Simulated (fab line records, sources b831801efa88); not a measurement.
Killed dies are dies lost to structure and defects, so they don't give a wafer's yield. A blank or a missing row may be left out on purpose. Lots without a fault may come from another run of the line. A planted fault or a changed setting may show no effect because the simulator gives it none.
fab line records | flow sky130
record lots=6 wafers=18 last_day=49
route steps=708 shown FIELD_ISO@18 NWELL@32 DNWELL@35 PWDE@45 PAD_OPEN@708
lots that met no fault: from a run of the same line without faults
start_h: hours from the record's first day to the start of the lot's first wafer shown | wait_h: hours since the lot's step before | " the same as in the row above | L1.1+2: a row that stands for several wafers | - no value, or no start given | * or withheld: withheld | < > ~ a bound
route shown NAME@n: a module of which the file shows steps, and the number in the route of the first | usual: mean/standard deviation of fault-free wafers | same: alike in all rows | chamber/n: place in a boat | sites: the reading at each site | _std_site: their standard deviation | _edge_site: outer sites' mean less inner sites' | radius_mm: how far each site lies from the wafer's centre | mask NAME#n: copy n | behind: the tool/chamber that last shaped the wafer | hold: why the lot was held/for how many hours/how that ended | device: the transistor (n, p or np) that didn't switch | end of line: the same wafers' tests at the end of the route | a step without rows: its recipe alone | killed: dies lost to structure and defects at the first sort, not the wafer's yield | map: a wafer's dies, x killed, . not, _ none there
set.NAME: the setting as run; set.NAME@STEP: as run at that earlier step | model.NAME: the simulator's own value behind a step, which no gauge read
lots at some steps of the route; a table a step, a row a wafer
services: from which hour (start_h, from the record's first day; less than 0 if before it) a tool's chamber was out of use, for how many hours, and why
## steps
# step SKY_FIELD_ISO_ETCH_17
# recipe target_depth_a=3420 mask_material=Si3N4 chemistry=HBr/Cl2/O2 target=Si taper_deg=5 icp_w=600 bias_w=150 pressure_mtorr=15 HBr_flow_sccm=150 Cl2_flow_sccm=40 O2_flow_sccm=6 time_s=97.7
# usual drypump_motor_current_A=5.7/0.39 oes_product_au=1.002/0.0078 throttle_valve_pct=25.655/0.0094
# columns lot.wafer tool chamber start_h wait_h drypump_motor_current_A oes_product_au rf_hours_counter_h throttle_valve_pct
L459.1 rie_si-02 3 30.06 0.1 5.2 1.003 3 25.663
L459.2 " 2 " " 5.9 1.017 20 25.653
L459.3 " 1 " " 5.9 0.999 111 25.648
L462.4 rie_si-01 0 44.49 0.0 4.9 0.988 125 25.654
L462.5 " 1 " " 5.7 0.993 - 25.648
L462.6 " 0 " " 4.9 0.989 - 25.645
L465.1 rie_si-02 3 60.34 0.1 5.3 1.000 4 25.664
L465.2 " 0 " " 6.1 0.992 106 25.654
L465.6 " 2 " " 5.9 1.014 - 25.652
L471.2 rie_si-01 1 92.22 0.1 5.6 1.011 105 25.650
L471.4 " 3 " " 5.7 1.015 33 25.648
L471.6 " 2 " " 6.1 0.997 - 25.663
L474.1 rie_si-02 2 110.91 0.1 5.9 1.004 20 25.656
L474.3 " 3 " " 5.3 0.991 4 25.666
L474.5 " 2 " " 5.9 0.996 - 25.650
L477.2 rie_si-02 0 128.26 0.1 6.0 1.000 107 25.650
L477.5 " 3 " " 5.3 0.995 - 25.644
L477.6 " 2 " " 5.9 1.002 - 25.660
# step SKY_FIELD_ISO_WET_ETCH_18
# recipe chemistry=H3PO4 target_depth_nm=25 temp_c=160 target=Si3N4 time_s=286
# step SKY_FIELD_ISO_CLEAN_19
# recipe chemistry=SC1/SC2 mix=1:4:20 temp_c=70 time_s=150
# step SKY_FIELD_ISO_CLEAN_20
# recipe chemistry=dHF time_s=20 dilution=100:1
# step SKY_FIELD_ISO_WET_ETCH_21
# recipe chemistry=dHF dilution=100:1 target_depth_nm=20 dry=ipa_marangoni target=SiO2 temp_c=25 time_s=400
# step SKY_FIELD_ISO_OXIDATION_22
# recipe temp_c=950 ambient=O2 stabilise_s=600 purge_s=300 target_thk_a=100 ox_time_s=623
# step SKY_FIELD_ISO_THK_MEAS_23
# recipe reads=SiO2_of_FIELD_ISO_OXIDATION_22
# usual FIELD_ISO_OXIDATION_01_THK=9.95/0.21
# columns lot.wafer tool chamber start_h wait_h FIELD_ISO_OXIDATION_01_THK[nm]
L459.1 film_metro-02 - 33.27 0.0 10.11
L459.2 " - " " 10.03
L459.3 " - " " 9.96
L462.4 film_metro-03 - 46.76 0.0 10.10
L462.5 " - " " 10.17
L462.6 " - " " 10.12
L465.1 film_metro-01 - 62.80 0.0 9.86
L465.2 " - " " 10.02
L465.6 " - " " 9.94
L471.2 film_metro-03 - 94.35 0.0 9.91
L471.4 " - " " 9.96
L471.6 " - " " 9.94
L474.1 film_metro-02 - 112.81 0.0 9.65
L474.3 " - " " 9.72
L474.5 " - " " 9.63
L477.2 film_metro-01 - 130.69 0.0 9.78
L477.5 " - " " 9.71
L477.6 " - " " 9.77
# step SKY_FIELD_ISO_CVD_24
# recipe material=SiO2 target_thk_nm=595 temp_c=650 sigma_open_frac=0.3 time_s=99.2 sih4_flow_sccm=60 pressure_mtorr=6
# step SKY_FIELD_ISO_THK_MEAS_25
# recipe reads=SiO2_of_FIELD_ISO_CVD_24
# usual FIELD_ISO_CVD_24_THK=595/6.2
# columns lot.wafer tool chamber start_h wait_h FIELD_ISO_CVD_24_THK[nm]
L459.1 film_metro-03 - 33.41 0.0 597
L459.2 " - " " 597
L459.3 " - " " 595
L462.4 film_metro-02 - 46.89 0.0 583
L462.5 " - " " 591
L462.6 " - " " 589
L465.1 film_metro-03 - 62.94 0.0 593
L465.2 " - " " 593
L465.6 " - " " 595
L471.2 film_metro-01 - 94.48 0.0 596
L471.4 " - " " 601
L471.6 " - " " 600
L474.1 film_metro-01 - 112.94 0.0 603
L474.3 " - " " 605
L474.5 " - " " 611
L477.2 film_metro-02 - 130.82 0.0 604
L477.5 " - " " 596
L477.6 " - " " 596
# step SKY_FIELD_ISO_ANNEAL_26
# recipe temp_c=1000 time_s=1800 ambient=N2
# step SKY_FIELD_ISO_CMP_27
# recipe stop_on=Si3N4 t_overpolish_s=16 down_force_psi=4 platen_rpm=60 target_thk_nm=457.8 pad_velocity_m_s=0.94248
# usual motor_current_A=12.7/1 overpolish_run_s=16.000/0.0087 time_to_endpoint_s=112/3.6
# columns lot.wafer tool chamber start_h wait_h motor_current_A overpolish_run_s time_to_endpoint_s
L459.2 cmp-02 1 34.97 0.0 13.1 16.001 117
L459.3 " 2 " " 13.4 15.999 117
L459.1 " 0 " " 11.0 16.001 115
L462.4 cmp-01 1 50.36 0.1 13.7 16.005 111
L462.6 " 3 " " 12.0 16.001 110
L462.5 " 0 " " 12.1 15.996 110
L465.2 cmp-02 2 64.55 0.1 12.9 16.007 113
L465.1 " 0 " " 10.0 15.997 111
L465.6 " 1 " " 13.4 15.999 114
L471.4 cmp-01 0 96.44 0.0 12.9 16.001 113
L471.2 " 2 " " 13.1 15.990 112
L471.6 " 0 " " 12.4 16.007 113
L474.3 cmp-01 1 114.55 0.1 13.5 16.017 111
L474.1 " 3 " " 13.0 15.998 113
L474.5 " 0 " " 12.3 16.010 114
L477.2 cmp-02 2 133.74 0.1 13.4 15.996 118
L477.6 " 1 " " 13.2 15.993 119
L477.5 " 2 " " 13.7 16.001 118
# step SKY_FIELD_ISO_WET_ETCH_28
# recipe chemistry=dHF target_depth_nm=23.7 target=SiO2 dilution=10:1 temp_c=25 time_s=47
# step SKY_FIELD_ISO_WET_ETCH_29
# recipe chemistry=H3PO4 target_depth_nm=160 target=Si3N4 temp_c=160 time_s=1825
# columns lot.wafer tool chamber start_h wait_h
L459.1+2+3 wet_bench-02 1 35.29 0.0
L462.4+5+6 wet_bench-02 1 50.58 0.0
L465.1+2+6 wet_bench-03 0 64.82 0.0
L471.2+4+6 wet_bench-03 1 96.76 0.0
L474.1+3+5 wet_bench-03 1 114.82 0.0
L477.2+5+6 wet_bench-02 0 134.02 0.0
# step SKY_FIELD_ISO_WET_ETCH_30
# recipe chemistry=dHF target_depth_nm=25 target=SiO2 dilution=10:1 temp_c=25 time_s=50
# step SKY_NWELL_CLEAN_00
# recipe chemistry=SC1/SC2 mix=1:4:20 temp_c=70 time_s=150 dry=n2_spin
# step SKY_NWELL_OXIDATION_01
# recipe temp_c=900 ambient=O2 stabilise_s=600 purge_s=300 target_thk_a=100 ox_time_s=1418
# step SKY_NWELL_THK_MEAS_02
# recipe reads=SiO2_of_NWELL_OXIDATION_01
# usual NWELL_OXIDATION_THK=10.01/0.22
# columns lot.wafer tool chamber start_h wait_h NWELL_OXIDATION_THK[nm]
L459.1 film_metro-01 - 38.78 0.0 9.77
L459.2 " - " " 9.68
L459.3 " - " " 9.99
L462.4 film_metro-03 - 54.50 0.0 10.02
L462.5 " - " " 10.10
L462.6 " - " " 9.88
L465.1 film_metro-04 - 67.62 0.0 10.30
L465.2 " - " " 10.36
L465.6 " - " " 10.28
L471.2 film_metro-04 - 99.77 0.0 9.76
L471.4 " - " " 9.67
L471.6 " - " " 9.80
L474.1 film_metro-03 - 117.14 0.0 9.89
L474.3 " - " " 9.85
L474.5 " - " " 10.02
L477.2 film_metro-03 - 136.77 0.0 10.34
L477.5 " - " " 10.24
L477.6 " - " " 10.22
# step SKY_DNWELL_DEHYDRATE_00
# recipe temp_c=200 time_s=60
# step SKY_DNWELL_HMDS_01
# recipe prime_time_s=60 prime_temp_c=120
# step SKY_DNWELL_COAT_02
# recipe spin_rpm=2000 resist_thk_nm=3000
# step SKY_DNWELL_SOFTBAKE_03
# recipe temp_c=110 time_s=withheld
# step SKY_DNWELL_EXPOSE_04
# recipe mask_id=DNM na=0.57 target_cd_nm=3000 dose_mj=222
# step SKY_DNWELL_PEB_05
# recipe temp_c=115 time_s=withheld
# step SKY_DNWELL_DEVELOP_06
# recipe wall_angle_deg=90 developer=TMAH develop_time_s=60 dev_temp_c=23
# step SKY_DNWELL_IMPLANT_07
# recipe species=P energy_kev=withheld dose_cm2=withheld tilt_deg=withheld
# step SKY_DNWELL_STRIP_08
# recipe chemistry=O2/N2 power_w=1400 pressure_mtorr=1500 platen_temp_c=withheld o2_flow_sccm=3000 n2_flow_sccm=300 overash_fraction=0.5
# usual drypump_motor_current_A=5.8/0.51 oes_product_au=0.722/0.0045 strip_time_to_endpoint_s=37.00/0.11
# same overash_fraction=0.5
# columns lot.wafer tool chamber start_h wait_h drypump_motor_current_A oes_product_au rf_hours_counter_h strip_time_to_endpoint_s
L459.1 plasma_asher-04 0 53.68 0.1 6.1 0.719 39 36.95
L459.2 " 1 " " 5.1 0.728 39 36.92
L459.3 " 0 " " 6.1 0.715 - 36.85
L462.4 plasma_asher-04 0 70.41 0.1 6.2 0.727 - 36.95
L462.5 " 1 " " 5.1 0.723 - 36.93
L462.6 " 0 " " 6.2 0.722 - 36.86
L465.1 plasma_asher-03 1 84.47 0.1 6.5 0.717 21 37.08
L465.2 " 0 " " 5.5 0.726 21 37.05
L465.6 " 0 " " 5.5 0.705 - 37.00
L471.2 plasma_asher-04 0 117.28 0.1 6.2 0.721 46 36.96
L471.4 " 0 " " 6.1 0.716 - 37.00
L471.6 " 0 " " 6.1 0.715 - 36.98
L474.1 plasma_asher-03 1 134.52 0.1 6.5 0.722 26 37.09
L474.3 " 1 " " 6.5 0.715 - 37.13
L474.5 " 0 " " 5.6 0.713 - 37.13
L477.2 plasma_asher-04 1 156.97 0.1 5.1 0.711 50 37.04
L477.5 " 1 " " 5.1 0.718 - 37.11
L477.6 " 0 " " 6.1 0.722 - 36.95
# step SKY_DNWELL_TW_MEAS_09
# usual DNWELL_TW=1112/9.3
# columns lot.wafer tool chamber start_h wait_h DNWELL_TW
L459.1 film_metro-01 - 53.78 0.1 1108
L459.2 " - " " 1113
L459.3 " - " " 1115
L462.4 film_metro-01 - 70.51 0.1 1101
L462.5 " - " " 1101
L462.6 " - " " 1106
L465.1 film_metro-01 - 84.57 0.1 1106
L465.2 " - " " 1107
L465.6 " - " " 1109
L471.2 film_metro-01 - 117.39 0.1 1107
L471.4 " - " " 1110
L471.6 " - " " 1108
L474.1 film_metro-01 - 134.62 0.1 1100
L474.3 " - " " 1104
L474.5 " - " " 1105
L477.2 film_metro-03 - 157.08 0.1 1114
L477.5 " - " " 1112
L477.6 " - " " 1111
# step SKY_PWDE_DEHYDRATE_00
# recipe temp_c=200 time_s=60
# step SKY_PWDE_HMDS_01
# recipe prime_time_s=60 prime_temp_c=119.3
# step SKY_PWDE_COAT_02
# recipe spin_rpm=2000 resist_thk_nm=3000
# step SKY_PWDE_SOFTBAKE_03
# recipe temp_c=110 time_s=withheld
# step SKY_PWDE_EXPOSE_04
# recipe mask_id=PWDEM na=0.6 source_shape=conventional sigma_outer=0.6 polarization=unpolarized target_cd_nm=840 dose_mj=214
# step SKY_PWDE_PEB_05
# recipe temp_c=115 time_s=withheld
# step SKY_PWDE_DEVELOP_06
# recipe wall_angle_deg=90 developer=TMAH develop_time_s=60 dev_temp_c=23
# step SKY_PWDE_OVL_MEAS_07
# usual PWDE_OVL=-0.5/1.3
# columns lot.wafer tool chamber start_h wait_h PWDE_OVL[nm]
L459.1 overlay-01 - 69.85 - 1.9
L459.2 " - " " 2.8
L459.3 " - " " 1.2
L462.4 overlay-02 - 86.95 - -1.4
L462.5 " - " " 1.7
L462.6 " - " " -0.4
L465.1 overlay-02 - 100.45 - -1.9
L465.2 " - " " -2.8
L465.6 " - " " -0.6
L471.2 overlay-01 - 134.73 - -0.2
L471.4 " - " " -1.9
L471.6 " - " " -2.8
L474.1 overlay-02 - 153.02 - -2.4
L474.3 " - " " 0.5
L474.5 " - " " -1.1
L477.2 overlay-01 - 176.78 - -0.6
L477.5 " - " " 1.6
L477.6 " - " " 1.5
# step SKY_PWDE_IMPLANT_08
# recipe species=B energy_kev=150 dose_cm2=3.6e+12 tilt_deg=withheld
# step SKY_PWDE_STRIP_09
# recipe chemistry=O2/N2 power_w=1400 pressure_mtorr=1500 platen_temp_c=withheld o2_flow_sccm=3000 n2_flow_sccm=300 overash_fraction=0.5
# usual drypump_motor_current_A=6.0/0.48 oes_product_au=0.722/0.0044 strip_time_to_endpoint_s=37.02/0.11
# same overash_fraction=0.5
# columns lot.wafer tool chamber start_h wait_h drypump_motor_current_A oes_product_au rf_hours_counter_h strip_time_to_endpoint_s
L459.1 plasma_asher-01 0 70.04 0.1 5.5 0.721 42 37.07
L459.2 " 1 " " 6.5 0.728 42 37.00
L459.3 " 0 " " 5.5 0.728 - 36.98
L462.4 plasma_asher-01 1 87.15 0.1 6.4 0.727 - 37.09
L462.5 " 1 " " 6.4 0.728 - 37.23
L462.6 " 0 " " 5.5 0.721 - 37.21
L465.1 plasma_asher-01 0 100.64 0.1 5.5 0.727 45 36.95
L465.2 " 1 " " 6.4 0.719 45 36.93
L465.6 " 1 " " 6.4 0.716 - 36.91
L471.2 plasma_asher-02 1 134.91 0.1 6.4 0.725 46 36.99
L471.4 " 1 " " 6.4 0.723 - 37.02
L471.6 " 0 " " 5.4 0.722 - 36.99
L474.1 plasma_asher-02 0 153.21 0.1 5.4 0.723 48 37.10
L474.3 " 1 " " 6.4 0.718 - 37.05
L474.5 " 1 " " 6.4 0.725 - 37.07
L477.2 plasma_asher-01 1 176.96 0.1 6.5 0.717 6 36.94
L477.5 " 0 " " 5.5 0.729 - 36.85
L477.6 " 1 " " 6.4 0.729 - 36.91
# step SKY_PWDE_TW_MEAS_10
# usual PWDE_TW=374.2/2.4
# columns lot.wafer tool chamber start_h wait_h PWDE_TW
L459.1 film_metro-01 - 70.14 0.1 372.6
L459.2 " - " " 370.6
L459.3 " - " " 371.4
L462.4 film_metro-03 - 87.24 0.1 375.5
L462.5 " - " " 372.9
L462.6 " - " " 372.8
L465.1 film_metro-04 - 100.74 0.1 376.5
L465.2 " - " " 376.0
L465.6 " - " " 377.8
L471.2 film_metro-03 - 135.02 0.1 375.0
L471.4 " - " " 374.2
L471.6 " - " " 375.9
L474.1 film_metro-01 - 153.31 0.1 373.0
L474.3 " - " " 369.0
L474.5 " - " " 369.2
L477.2 film_metro-04 - 177.07 0.1 376.6
L477.5 " - " " 377.6
L477.6 " - " " 377.1
# step SKY_NWELL_DEHYDRATE_03
# recipe temp_c=200 time_s=60
# step SKY_NWELL_HMDS_04
# recipe prime_time_s=60 prime_temp_c=120
# step SKY_NWELL_COAT_05
# recipe spin_rpm=2000 resist_thk_nm=3000
# step SKY_NWELL_SOFTBAKE_06
# recipe temp_c=110 time_s=withheld
# step SKY_PAD_OPEN_PROBE_99
# usual killed_at_M0_to_M3=43/5.9 killed_at_M4_up=3.3/1.9 killed_at_contacts=24/5.6 killed_at_front_end=15/4.1 killed_at_other=0.4/0.66 killed_dies=86/9 killed_on_rim=17/3.7 killed_open=47/6.9 killed_short=39/6.2
# same gross_dies=492 killed_at_back_side=0
# columns lot.wafer tool chamber start_h wait_h killed_at_M0_to_M3 killed_at_M4_up killed_at_contacts killed_at_front_end killed_at_other killed_dies killed_on_rim killed_open killed_short
L459.1 prober-01 - 1079.35 0.1 36 2 16 23 0 77 18 42 35
L459.2 prober-01 - 1079.40 0.1 39 3 21 19 1 83 21 39 44
L459.3 prober-01 - 1079.45 0.2 48 5 28 21 0 102 19 56 46
L462.4 prober-02 - 1088.79 0.2 42 8 17 18 2 87 17 54 33
L462.5 prober-02 - 1088.84 0.2 48 1 17 7 0 73 16 43 30
L462.6 prober-02 - 1088.89 0.2 52 3 14 10 1 80 17 43 37
L465.1 prober-01 - 1105.80 0.1 39 0 25 15 0 79 20 50 28
L465.2 prober-01 - 1105.85 0.1 45 2 21 10 0 78 20 38 39
L465.6 prober-01 - 1106.05 0.2 45 2 27 16 0 90 15 52 36
L471.2 prober-02 - 1145.77 0.1 35 3 21 68 1 128 25 36 34
L471.4 prober-02 - 1145.87 0.2 31 3 26 64 0 124 25 36 33
L471.6 prober-02 - 1145.97 0.2 34 0 31 64 0 129 30 42 31
L474.1 prober-02 - 1160.45 0.1 34 1 24 74 0 133 21 37 37
L474.3 prober-02 - 1160.55 0.2 36 5 20 74 1 136 29 36 42
L474.5 prober-02 - 1160.65 0.2 40 5 27 76 0 148 36 58 36
L477.2 prober-02 - 1179.67 0.1 39 1 27 13 0 80 14 40 40
L477.5 prober-02 - 1179.82 0.2 40 4 15 20 0 79 18 42 37
L477.6 prober-02 - 1179.87 0.2 42 0 24 19 1 86 12 49 36
# killed by level:class
L459.1 VIA1:geometric_particle:open=10 POLY_GATE:geometric_particle:open=7 VIA1:geometric_particle:short=6 LI_CONTACT:geometric_particle:open=5 VIA3:geometric_particle:open=5 POLY_GATE:geometric_particle:short=4 CONTACT:geometric_particle:open=4 FIELD_ISO:geometric_particle:open=3
L459.2 VIA1:geometric_particle:short=9 CONTACT:geometric_particle:open=9 VIA3:geometric_particle:open=7 METAL2:geometric_particle:short=6 VIA2:geometric_particle:open=5 METAL1:geometric_particle:short=4 FIELD_ISO:geometric_particle:open=3 CONTACT:geometric_particle:short=3
L459.3 VIA1:geometric_particle:open=15 LI_CONTACT:geometric_particle:open=10 METAL1:geometric_particle:short=7 VIA1:geometric_particle:short=7 VIA3:geometric_particle:open=7 FIELD_ISO:geometric_particle:short=6 POLY_GATE:geometric_particle:short=6 CONTACT:geometric_particle:open=6
L462.4 VIA2:geometric_particle:open=9 VIA1:geometric_particle:open=8 LI_CONTACT:geometric_particle:open=7 VIA3:geometric_particle:open=7 FIELD_ISO:geometric_particle:open=6 POLY_GATE:geometric_particle:open=5 CONTACT:geometric_particle:open=5 METAL4:geometric_particle:short=5
L462.5 VIA3:geometric_particle:open=13 METAL1:geometric_particle:short=8 VIA1:geometric_particle:open=8 CONTACT:geometric_particle:open=6 LI_CONTACT:geometric_particle:open=4 METAL2:geometric_particle:short=4 VIA2:geometric_particle:short=3 CONTACT:geometric_particle:short=3
L462.6 VIA1:geometric_particle:open=15 VIA2:geometric_particle:open=8 METAL2:geometric_particle:short=6 VIA3:geometric_particle:open=6 FIELD_ISO:geometric_particle:short=4 CONTACT:geometric_particle:short=4 METAL1:geometric_particle:short=4 VIA2:geometric_particle:short=4
L465.1 CONTACT:geometric_particle:open=12 VIA1:geometric_particle:open=10 CONTACT:geometric_particle:short=7 VIA2:geometric_particle:open=6 VIA3:geometric_particle:open=6 SPACER:geometric_particle:open=5 METAL1:geometric_particle:short=4 VIA2:geometric_particle:short=4
L465.2 METAL1:geometric_particle:short=9 CONTACT:geometric_particle:open=9 METAL2:geometric_particle:short=7 VIA2:geometric_particle:open=6 VIA1:geometric_particle:short=5 VIA1:geometric_particle:open=5 CONTACT:geometric_particle:short=4 METAL3:geometric_particle:short=4
L465.6 CONTACT:geometric_particle:open=13 VIA1:geometric_particle:open=12 METAL2:geometric_particle:short=8 LI_CONTACT:geometric_particle:open=6 CONTACT:geometric_particle:short=5 VIA2:geometric_particle:open=5 VIA3:geometric_particle:open=5 POLY_GATE:geometric_particle:short=4
L471.2 FIELD_ISO:unspecified=58 LI_CONTACT:geometric_particle:open=12 VIA1:geometric_particle:short=9 VIA2:geometric_particle:open=7 METAL2:geometric_particle:short=6 VIA1:geometric_particle:open=5 POLY_GATE:geometric_particle:open=4 CONTACT:geometric_particle:open=3
L471.4 FIELD_ISO:unspecified=55 CONTACT:geometric_particle:open=11 LI_CONTACT:geometric_particle:open=8 METAL1:geometric_particle:short=6 METAL2:geometric_particle:short=6 VIA1:geometric_particle:open=5 VIA1:geometric_particle:short=4 FIELD_ISO:geometric_particle:short=3
L471.6 FIELD_ISO:unspecified=56 LI_CONTACT:geometric_particle:open=10 CONTACT:geometric_particle:open=9 VIA1:geometric_particle:open=9 METAL2:geometric_particle:short=7 LOCAL_INTERCONNECT:geometric_particle:short=6 VIA3:geometric_particle:open=5 VIA1:geometric_particle:short=4
L474.1 FIELD_ISO:unspecified=59 CONTACT:geometric_particle:open=11 METAL1:geometric_particle:short=7 FIELD_ISO:geometric_particle:open=6 METAL2:geometric_particle:short=5 LOCAL_INTERCONNECT:geometric_particle:short=4 CONTACT:geometric_particle:short=4 VIA2:geometric_particle:short=4
L474.3 FIELD_ISO:unspecified=58 CONTACT:geometric_particle:open=7 VIA2:geometric_particle:open=7 LI_CONTACT:geometric_particle:open=6 CONTACT:geometric_particle:short=6 VIA1:geometric_particle:short=6 METAL1:geometric_particle:short=6 METAL2:geometric_particle:short=6
L474.5 FIELD_ISO:unspecified=54 CONTACT:geometric_particle:open=17 METAL2:geometric_particle:short=9 VIA3:geometric_particle:open=9 POLY_GATE:geometric_particle:short=6 VIA1:geometric_particle:open=6 FIELD_ISO:geometric_particle:open=5 LI_CONTACT:geometric_particle:open=4
L477.2 CONTACT:geometric_particle:open=12 VIA1:geometric_particle:open=9 LI_CONTACT:geometric_particle:open=7 METAL1:geometric_particle:short=5 POLY_GATE:geometric_particle:open=5 METAL2:geometric_particle:short=5 VIA3:geometric_particle:short=4 VIA2:geometric_particle:open=4
L477.5 FIELD_ISO:geometric_particle:open=8 VIA1:geometric_particle:open=8 VIA2:geometric_particle:open=7 METAL1:geometric_particle:short=6 VIA2:geometric_particle:short=5 POLY_GATE:geometric_particle:open=4 LI_CONTACT:geometric_particle:open=4 CONTACT:geometric_particle:open=4
L477.6 VIA1:geometric_particle:open=13 LI_CONTACT:geometric_particle:open=9 FIELD_ISO:geometric_particle:short=7 VIA2:geometric_particle:open=7 VIA3:geometric_particle:open=6 LOCAL_INTERCONNECT:geometric_particle:short=5 CONTACT:geometric_particle:open=5 VIA1:geometric_particle:short=5
# map L471.6 (x killed, . not)
__________xx.x....x._________
________.x.......x...._______
______..x.xxx..........._____
_____...x.......x........____
____......x...x......x....___
___.....x.....x...........x__
__....x.x.x.....x.xx..x....._
_.x........x.....x.....x.x...
_..........xx......x.....x...
_x.x.........x...........x...
_...x..x.x.........x.x.......
_x..xxxx....x.....x..........
_xxxxxxxxx................x..
_xxxxxxxxxx..x......x.x.....x
_xxxxxxxxx..........xx...x.x.
__xxxxxxxx...........x......_
___xxxxxxx.x.......x..x..x.__
____xxxxxx......x..x......___
_____xxx.......x......x..____
______x.xxx.......xx...._____
________.............._______
__________.x.xx....._________
# map L474.5 (x killed, . not)
__________......x..._________
________.......x..x..._______
______.xx..x...........x_____
_____.....xx..x........x.____
____x.xx....x.x.xx.......x___
___.......xx...x..x.......x__
__.x....xx.....x.x.xx.....x._
_xx.x....xxx..x.........x...x
_........x....xx.x..........x
_x...x....x.....x.....xx.....
_....x............x........x.
_xxxxxxxxx......x.x...x..x...
_.xxxxxxxx.x.........x.......
_xxxxxxxxxxx..x.....x..x.x.x.
_xxxxxxxxx..xxx.............x
__xxxxxxxx.xxx.....x...x...._
___xxxxxx..x.....x.........__
____xxxxx.......x....x...x___
_____xx..........x.......____
______xx..x...........x._____
________.x..x........._______
__________....x..x.x_________
## services
# columns tool chamber start_h hours kind
plasma_asher-01 - 15.45 2.8 pm
rie_si-02 0 19.96 14.7 repair
rie_si-01 2 23.87 4.4 repair
cmp-02 - 42.08 13.6 pm
cmp-01 - 64.00 4.0 pm
plasma_asher-03 - 67.44 12.2 repair
cmp-01 - 68.00 - consumable_replace:conditioner
cmp-01 - 68.00 - consumable_replace:pad
rie_si-02 2 72.51 1.4 repair
wet_bench-03 - 84.32 1.9 pm
rie_si-01 3 93.80 16.0 repair
cmp-02 - 96.25 0.8 repair
plasma_asher-01 - 108.75 9.0 pm
plasma_asher-01 0 108.75 9.0 vent_cycle
plasma_asher-01 1 108.75 9.0 vent_cycle
plasma_asher-01 0 117.75 - clean
plasma_asher-01 1 117.75 - clean
wet_bench-03 - 124.46 0.8 repair
rie_si-02 0 145.49 4.7 repair
plasma_asher-04 - 147.06 3.0 repair
plasma_asher-03 - 150.54 28.1 pm
cmp-02 - 172.81 0.3 repair
plasma_asher-02 - 176.08 14.5 repair
## key
first_sign step=SKY_PAD_OPEN_PROBE_99 reading=killed_at_front_end direction=up sigmas=13 usual=15 struck=70
effect step=SKY_PAD_OPEN_PROBE_99 reading=killed_dies direction=up sigmas=5.2 usual=86 struck=133
met_at SKY_FIELD_ISO_WET_ETCH_29
struck_wafers L471.2,L471.4,L471.6,L474.1,L474.3,L474.5
tester_left_out L471,L474
also_fits SKY_FIELD_ISO_CMP_27:cmp-01,SKY_PWDE_STRIP_09:plasma_asher-02
fault kind=chamber_particle_source tool=wet_bench-03 chamber=1 onset_h=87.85 steps=SKY_FIELD_ISO_WET_ETCH_29 rate_per_visit_cm2=1.7907 end_h=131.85
# tester_left_out: of these lots the tester's yield and bins aren't shown, on N5 and GAA mostly nor the transistor test; their killed dies are dies lost to structure and defects alone, not to doping, threshold or leakage, so they don't give the yield
